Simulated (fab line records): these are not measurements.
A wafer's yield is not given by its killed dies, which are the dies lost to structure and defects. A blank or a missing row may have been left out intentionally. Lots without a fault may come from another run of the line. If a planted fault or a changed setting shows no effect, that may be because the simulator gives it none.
fab line records	flow gf180mcu
[record] lots = 12	wafers = 36	last_day = 34
route steps=602 shown HV_LDD@185 V2@396
lots that met no fault: from a run of the same line without faults
start_h: start of the lot's first displayed wafer, in hours after the record's first day	wait_h: hours since the lot's step before	" unchanged from the row above	L1.1+2: several wafers, shown together as one row	- either no value or no given start	* or withheld: withheld	< > ~ a bound
route shown NAME@n: NAME is a module with steps in the file, n the number in the route of the first one	usual: average and standard deviation across the fault-free wafers	same: alike in all rows	chamber/n: place in a boat	sites: each site's reading	_std_site: their standard deviation	_edge_site: the outer-site mean with the inner-site mean subtracted	radius_mm: how far each site lies from the wafer's centre	mask NAME#n: copy n	behind: the tool/chamber that last shaped the wafer	hold: why the lot went on hold/how many hours it stayed there/how the hold came to an end	device: which transistor (n, p or np) failed to switch	end of line: tests run on the same wafers once the route is complete	where a step has no rows: the recipe by itself	killed: the dies lost at the first sort to structure and to defects; this is not the yield of the wafer	map: a wafer's dies, x killed, . not, _ none there
set.NAME: the run value of the setting; set.NAME@STEP: its run value at that earlier step	model.NAME: the simulator's own value behind a step, which no gauge read
route steps across a sampled set of lots; one table per step, one row per wafer
services: the hour from which a tool's chamber was out of use, counted from the record's first day as start_h (under 0 if before that day), plus the number of hours and why
[[steps]]
[step GF_HV_LDD_IMPLANT_09]
[recipe] species = As	energy_kev = 40	dose_cm2 = 1e+14	tilt_deg = 7
[usual] beam_energy_keV = 40.000/0.013
lot.wafer	tool	chamber	start_h	wait_h	beam_energy_keV
L269.1	implanter-03	0	232.30	0.0	40.019
L269.3	"	0	"	"	40.017
L269.6	"	0	"	"	40.022
L270.2	implanter-02	0	242.28	0.0	40.032
L270.3	"	0	"	"	40.012
L270.5	"	0	"	"	40.006
L271.1	implanter-02	0	249.00	0.0	39.993
L271.3	"	0	"	"	40.011
L271.4	"	0	"	"	40.014
L272.2	implanter-02	0	263.21	0.0	39.995
L272.4	"	0	"	"	39.982
L272.6	"	0	"	"	40.004
L273.1	implanter-02	0	273.35	0.0	40.008
L273.2	"	0	"	"	40.014
L273.6	"	0	"	"	40.016
L274.1	implanter-04	0	277.79	0.0	39.977
L274.2	"	0	"	"	39.970
L274.6	"	0	"	"	39.978
L275.2	implanter-02	0	284.47	0.0	46.601
L275.4	"	0	"	"	46.597
L275.5	"	0	"	"	46.609
L276.1	implanter-02	0	291.60	0.0	46.606
L276.4	"	0	"	"	46.610
L276.6	"	0	"	"	46.596
L286.1	implanter-02	0	364.45	0.0	40.001
L286.5	"	0	"	"	40.022
L286.6	"	0	"	"	39.995
L287.2	implanter-02	0	373.52	0.0	40.010
L287.5	"	0	"	"	40.014
L287.6	"	0	"	"	40.006
L289.2	implanter-02	0	384.21	0.0	39.983
L289.3	"	0	"	"	39.995
L289.6	"	0	"	"	39.984
L288.3	implanter-04	0	385.99	0.1	40.002
L288.4	"	0	"	"	40.012
L288.5	"	0	"	"	40.011
[step GF_HV_LDD_TW_MEAS_11]
[usual] HV_LDD_TW = 2413/19
lot.wafer	tool	chamber	start_h	wait_h	HV_LDD_TW
L269.1	film_metro-02	-	232.55	0.1	2424
L269.3	"	-	"	"	2406
L269.6	"	-	"	"	2416
L270.2	film_metro-04	-	242.51	0.1	2431
L270.3	"	-	"	"	2434
L270.5	"	-	"	"	2417
L271.1	film_metro-02	-	249.25	0.1	2422
L271.3	"	-	"	"	2411
L271.4	"	-	"	"	2421
L272.2	film_metro-02	-	263.45	0.1	2425
L272.4	"	-	"	"	2416
L272.6	"	-	"	"	2422
L273.1	film_metro-03	-	273.60	0.1	2383
L273.2	"	-	"	"	2392
L273.6	"	-	"	"	2392
L274.1	film_metro-04	-	278.04	0.1	2437
L274.2	"	-	"	"	2449
L274.6	"	-	"	"	2455
L275.2	film_metro-04	-	284.71	0.1	2561
L275.4	"	-	"	"	2562
L275.5	"	-	"	"	2558
L276.1	film_metro-03	-	291.85	0.1	2503
L276.4	"	-	"	"	2514
L276.6	"	-	"	"	2509
L286.1	film_metro-03	-	364.70	0.1	2410
L286.5	"	-	"	"	2412
L286.6	"	-	"	"	2390
L287.2	film_metro-03	-	373.75	0.1	2401
L287.5	"	-	"	"	2412
L287.6	"	-	"	"	2407
L289.2	film_metro-02	-	384.44	0.1	2408
L289.3	"	-	"	"	2416
L289.6	"	-	"	"	2426
L288.3	film_metro-03	-	386.21	0.1	2417
L288.4	"	-	"	"	2411
L288.5	"	-	"	"	2405
[step GF_HV_LDD_RS_MEAS_53]
[recipe] thk_meas_gauge = four-point-probe
[usual] HV_LDD_RS = 418.2/0.98
lot.wafer	tool	chamber	start_h	wait_h	HV_LDD_RS[ohm/sq]
L269.1	film_metro-02	-	289.57	0.1	416.9
L269.3	"	-	"	"	417.5
L269.6	"	-	"	"	418.6
L270.2	film_metro-03	-	300.19	0.1	417.4
L270.3	"	-	"	"	417.9
L270.5	"	-	"	"	418.8
L271.1	film_metro-03	-	308.31	0.1	417.8
L271.3	"	-	"	"	417.7
L271.4	"	-	"	"	418.5
L272.2	film_metro-02	-	323.75	0.1	417.5
L272.4	"	-	"	"	417.1
L272.6	"	-	"	"	417.6
L273.1	film_metro-03	-	334.58	0.1	417.4
L273.2	"	-	"	"	416.7
L273.6	"	-	"	"	416.9
L274.1	film_metro-02	-	340.36	0.1	418.6
L274.2	"	-	"	"	418.0
L274.6	"	-	"	"	418.1
L275.2	film_metro-03	-	348.20	0.1	414.8
L275.4	"	-	"	"	415.0
L275.5	"	-	"	"	414.3
L276.1	film_metro-04	-	355.58	0.1	414.9
L276.4	"	-	"	"	415.3
L276.6	"	-	"	"	416.4
L286.1	film_metro-03	-	435.02	0.1	417.8
L286.5	"	-	"	"	417.2
L286.6	"	-	"	"	418.1
L287.2	film_metro-02	-	445.70	0.1	419.0
L287.5	"	-	"	"	417.0
L287.6	"	-	"	"	418.1
L289.2	film_metro-04	-	456.03	0.1	419.3
L289.3	"	-	"	"	419.3
L289.6	"	-	"	"	419.3
L288.3	film_metro-04	-	459.29	0.1	417.5
L288.4	"	-	"	"	417.8
L288.5	"	-	"	"	417.5
[step GF_V2_CD_MEAS_14]
[recipe] target_cd_nm = 260
[usual] cd_nm = 260.3/1.2
lot.wafer	tool	chamber	start_h	wait_h	cd_nm
L269.1	cd_sem-02	-	481.74	0.1	258.6
L269.3	"	-	"	"	258.7
L269.6	"	-	"	"	259.1
L270.2	cd_sem-01	-	490.81	0.1	261.3
L270.3	"	-	"	"	261.9
L270.5	"	-	"	"	261.9
L271.1	cd_sem-02	-	501.94	0.1	260.7
L271.3	"	-	"	"	260.8
L271.4	"	-	"	"	260.5
L272.2	cd_sem-01	-	517.61	0.1	259.3
L272.4	"	-	"	"	259.6
L272.6	"	-	"	"	259.4
L273.1	cd_sem-02	-	531.19	0.1	260.0
L273.2	"	-	"	"	261.1
L273.6	"	-	"	"	261.1
L274.1	cd_sem-01	-	536.78	0.1	261.1
L274.2	"	-	"	"	260.9
L274.6	"	-	"	"	261.4
L275.2	cd_sem-01	-	545.71	0.1	259.2
L275.4	"	-	"	"	259.8
L275.5	"	-	"	"	260.2
L276.1	cd_sem-02	-	552.79	0.1	260.0
L276.4	"	-	"	"	259.9
L276.6	"	-	"	"	259.9
L286.1	cd_sem-02	-	626.79	0.1	258.9
L286.5	"	-	"	"	259.0
L286.6	"	-	"	"	259.5
L287.2	cd_sem-02	-	636.71	0.1	259.2
L287.5	"	-	"	"	259.7
L287.6	"	-	"	"	259.4
L289.2	cd_sem-02	-	643.95	0.1	256.9
L289.3	"	-	"	"	256.9
L289.6	"	-	"	"	257.0
L288.3	cd_sem-02	-	648.77	0.1	261.4
L288.4	"	-	"	"	260.3
L288.5	"	-	"	"	261.3
[step GF_V2_ETCH_16]
[recipe] chemistry = N2/H2	target_depth_a = withheld	overetch_a = withheld	time_s = withheld	target = BARC	ion_energy_ev = 200	source_w = 500	bias_w = 100	pressure_mtorr = 30	n2_flow_sccm = 100	h2_flow_sccm = 200
[usual] chamber_pressure_mTorr = 30.003/0.029	drypump_motor_current_A = 5.6/0.49	oes_product_au = 0.855/0.0048	throttle_valve_pct = 13.225/0.0088
lot.wafer	tool	chamber	start_h	wait_h	chamber_pressure_mTorr	drypump_motor_current_A	oes_product_au	throttle_valve_pct
L269.1	rie_diel-03	1	481.89	0.0	30.042	5.5	0.853	13.215
L269.3	"	2	"	"	29.978	5.6	0.861	13.228
L269.6	"	2	"	"	29.994	5.7	0.854	13.218
L270.2	rie_diel-01	0	490.95	0.0	29.995	4.9	0.853	13.222
L270.3	"	2	"	"	30.017	5.7	0.866	13.222
L270.5	"	2	"	"	30.020	5.7	0.857	13.220
L271.1	rie_diel-01	3	502.10	0.0	29.986	5.6	0.854	13.219
L271.3	"	1	"	"	30.006	6.5	0.855	13.212
L271.4	"	2	"	"	30.007	5.7	0.855	13.228
L272.2	rie_diel-01	1	517.74	0.0	30.018	6.6	0.855	13.222
L272.4	"	0	"	"	29.979	4.9	0.848	13.220
L272.6	"	1	"	"	29.974	6.6	0.849	13.232
L273.1	rie_diel-01	2	531.34	0.0	29.965	5.7	0.856	13.239
L273.2	"	3	"	"	30.034	5.7	0.848	13.224
L273.6	"	0	"	"	29.996	4.9	0.850	13.225
L274.1	rie_diel-03	2	536.93	0.0	29.970	5.6	0.855	13.218
L274.2	"	0	"	"	29.989	5.1	0.849	13.230
L274.6	"	0	"	"	30.022	5.1	0.848	13.215
L275.2	rie_diel-03	3	545.85	0.0	30.038	5.4	0.856	13.226
L275.4	"	1	"	"	30.026	5.5	0.858	13.218
L275.5	"	3	"	"	29.947	5.4	0.853	13.217
L276.1	rie_diel-03	3	552.95	0.0	30.021	5.4	0.848	13.204
L276.4	"	2	"	"	29.983	5.6	0.860	13.224
L276.6	"	2	"	"	29.995	5.6	0.854	13.218
L286.1	rie_diel-03	1	626.95	0.0	29.988	5.5	0.859	13.235
L286.5	"	2	"	"	29.964	5.6	0.847	13.215
L286.6	"	1	"	"	30.016	5.5	0.854	13.226
L287.2	rie_diel-01	2	636.85	0.0	30.039	5.7	0.856	13.246
L287.5	"	0	"	"	29.999	4.9	0.855	13.229
L287.6	"	1	"	"	29.996	6.5	0.858	13.212
L289.2	rie_diel-04	0	644.08	0.0	29.989	5.8	0.860	13.232
L289.3	"	3	"	"	30.022	4.9	0.861	13.214
L289.6	"	0	"	"	29.969	5.8	0.858	13.237
L288.3	rie_diel-04	2	648.89	0.0	30.000	6.3	0.859	13.225
L288.4	"	1	"	"	30.011	6.0	0.856	13.217
L288.5	"	2	"	"	29.987	6.3	0.851	13.222
[step GF_V2_SPUTTER_21]
[recipe] material = Ti	target_thk_nm = 15	chamber_pressure_pa = 5	power_w = 2500	substrate_temp_c = 200	time_s = 80.02
[usual] throttle_valve_pct = 29.9/0.98
lot.wafer	tool	chamber	start_h	wait_h	throttle_valve_pct
L269.1	pvd_sputter-03	-	482.55	0.0	30.4
L269.3	"	-	"	"	29.0
L269.6	"	-	"	"	29.1
L270.2	pvd_sputter-03	-	491.61	0.0	31.0
L270.3	"	-	"	"	28.1
L270.5	"	-	"	"	29.2
L271.1	pvd_sputter-01	-	502.76	0.0	30.4
L271.3	"	-	"	"	29.4
L271.4	"	-	"	"	30.0
L272.2	pvd_sputter-02	-	518.43	0.0	29.2
L272.4	"	-	"	"	31.4
L272.6	"	-	"	"	29.0
L273.1	pvd_sputter-03	-	532.01	0.0	28.2
L273.2	"	-	"	"	30.5
L273.6	"	-	"	"	31.0
L274.1	pvd_sputter-01	-	537.60	0.0	30.0
L274.2	"	-	"	"	30.4
L274.6	"	-	"	"	30.2
L275.2	pvd_sputter-01	-	546.51	0.0	29.6
L275.4	"	-	"	"	30.3
L275.5	"	-	"	"	30.2
L276.1	pvd_sputter-03	-	553.65	0.0	30.6
L276.4	"	-	"	"	28.2
L276.6	"	-	"	"	28.9
L286.1	pvd_sputter-02	-	627.61	0.0	30.4
L286.5	"	-	"	"	31.4
L286.6	"	-	"	"	30.5
L287.2	pvd_sputter-03	-	637.51	0.0	30.6
L287.5	"	-	"	"	30.8
L287.6	"	-	"	"	31.0
L289.2	pvd_sputter-01	-	644.77	0.0	29.4
L289.3	"	-	"	"	30.5
L289.6	"	-	"	"	29.7
L288.3	pvd_sputter-02	-	649.59	0.0	28.1
L288.4	"	-	"	"	30.2
L288.5	"	-	"	"	31.3
[[services]]
tool	chamber	start_h	hours	kind
rie_diel-01	1	220.01	6.7	repair
rie_diel-01	3	247.80	2.4	repair
rie_diel-01	3	267.79	14.7	repair
pvd_sputter-02	-	268.49	3.4	repair
rie_diel-03	1	298.01	2.4	repair
implanter-02	-	331.15	1.1	repair
rie_diel-01	1	337.80	4.3	repair
pvd_sputter-03	-	394.63	1.7	repair
pvd_sputter-01	-	409.91	2.2	repair
rie_diel-03	3	416.31	3.4	repair
implanter-02	-	424.91	2.7	repair
rie_diel-01	1	426.44	10.3	repair
rie_diel-03	3	457.45	2.6	repair
rie_diel-01	0	458.94	2.5	repair
pvd_sputter-01	-	481.79	4.2	repair
rie_diel-03	0	506.14	5.9	repair
rie_diel-03	1	524.74	8.1	repair
pvd_sputter-01	-	532.03	4.8	repair
implanter-02	-	547.62	4.2	pm
implanter-02	-	556.35	3.9	repair
rie_diel-01	3	556.47	12.6	repair
implanter-02	-	581.31	6.9	repair
pvd_sputter-03	-	591.17	5.0	repair
implanter-02	-	609.69	5.7	repair
[[key]]
[first_sign] step = GF_HV_LDD_IMPLANT_09	reading = beam_energy_keV	direction = up	sigmas = 99+	usual = 40.000	struck = 46.603
[effect] step = GF_HV_LDD_TW_MEAS_11	reading = HV_LDD_TW	direction = up	sigmas = 6.5	usual = 2413	struck = 2534
[effect] step = GF_HV_LDD_RS_MEAS_53	reading = HV_LDD_RS	direction = down	sigmas = 3.1	usual = 418.2	struck = 415.1
met_at GF_HV_LDD_IMPLANT_09
struck_lots L275,L276
tester_left_out L275,L276
not_acting_at GF_V2_CD_MEAS_14,GF_V2_ETCH_16,GF_V2_SPUTTER_21
onset_between 273.35 284.47
[fault] kind = process_parameter_drift	tool = implanter-02	chamber = -	onset_h = 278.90	steps = GF_HV_LDD_IMPLANT_09	channel = energy_kev	offset = 6.6094	shape = step	end_h = 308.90	acts_in = these_recipes_only	stated = 40
// tester_left_out: of these lots the tester's yield and bins aren't shown, on N5 and GAA mostly nor the transistor test; their killed dies are dies lost to structure and defects alone, not to doping, threshold or leakage, so they don't give the yield
